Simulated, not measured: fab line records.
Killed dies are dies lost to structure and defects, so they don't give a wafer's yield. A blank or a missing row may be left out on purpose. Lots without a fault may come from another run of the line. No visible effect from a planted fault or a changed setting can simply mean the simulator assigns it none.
Chamber matching	flow sky130	rie_si-02 running SKY_FIELD_ISO_ETCH_17: 4 sister chambers
The step etches Si in HBr/Cl2/O2, target depth 342 nm, time 97.7 s. 4 wafers are shown with their chamber, then 7 later ones without.

WAFERS WITH THEIR CHAMBER
wafer	chamber	drypump_motor_current_A (A)
L570.1	0	5.3
L570.5	2	6.0
L572.1	3	6.2
L572.2	1	5.1

WAFERS WHOSE CHAMBER IS MISSING
wafer	drypump_motor_current_A (A)
L572.3	6.0
L575.4	5.3
L575.5	5.0
L575.6	6.2
L579.1	6.2
L579.4	5.1
L579.6	6.0

THE CHAMBER EACH PASSED THROUGH
wafer	from the rows above	in truth
L572.3	2	2
L575.4	0	0
L575.5	1	1
L575.6	3	3
L579.1	3	3
L579.4	1	1
L579.6	2	2
Placed correctly: 7 of 7. Left unplaced by these rows: 0. Wrongly placed: 0.
How it was worked out, from the rows above alone: a wafer's distance from a chamber is the root of the sum, over the readings, of the square of ((its reading less the chamber's mean) divided by the reading's scatter). The wafer belongs to the nearest chamber; if the next one is less than 2 further off, it can't be placed. A chamber's mean is the mean of its shown wafers. The scatter: with one shown wafer a chamber, the root of the mean of the squares of how far each hidden wafer lies from its nearest shown one.
